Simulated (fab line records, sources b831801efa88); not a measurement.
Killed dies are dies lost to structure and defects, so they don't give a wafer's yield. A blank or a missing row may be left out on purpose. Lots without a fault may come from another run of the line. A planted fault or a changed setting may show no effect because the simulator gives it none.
Chamber matching | flow sky130 | SKY_SONOS_ONO_ETCH_15 on rie_diel-03: 4 sister chambers
The step etches the open film in CHF3/O2, target depth 19.52 nm, time 7.8 s. 4 wafers are shown with their chamber, then 7 later ones without.

WAFERS WITH THEIR CHAMBER
wafer  | chamber | oes_product_au (a.u.)
L537.2 | 2       | 1.001
L545.3 | 3       | 1.001
L549.3 | 1       | 0.994
L549.4 | 0       | 0.993

WAFERS WITHOUT THEIR CHAMBER
wafer  | oes_product_au (a.u.)
L549.6 | 0.996
L551.1 | 1.005
L551.4 | 0.991
L551.6 | 0.990
L550.1 | 0.996
L550.2 | 1.003
L550.3 | 0.988

WHICH CHAMBER EACH WENT THROUGH
wafer  | from the rows above               | in truth
L549.6 | can't be placed: 1 or 0 or 2 or 3 | 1
L551.1 | can't be placed: 2 or 3           | 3
L551.4 | can't be placed: 0 or 1           | 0
L551.6 | can't be placed: 0 or 1           | 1
L550.1 | can't be placed: 1 or 0 or 2 or 3 | 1
L550.2 | can't be placed: 2 or 3           | 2
L550.3 | can't be placed: 0 or 1           | 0
Placed correctly: 0 of 7. Can't be placed from these rows: 7 (the true chamber is among the candidates in 7). Placed wrongly: 0.
How it was worked out, from the rows above alone: a wafer's distance from a chamber is the root of the sum, over the readings, of the square of ((its reading less the chamber's mean) divided by the reading's scatter). The wafer belongs to the nearest chamber; if the next one is less than 2 further off, it can't be placed. A chamber's mean is the mean of its shown wafers. The scatter: with one shown wafer a chamber, the root of the mean of the squares of how far each hidden wafer lies from its nearest shown one.
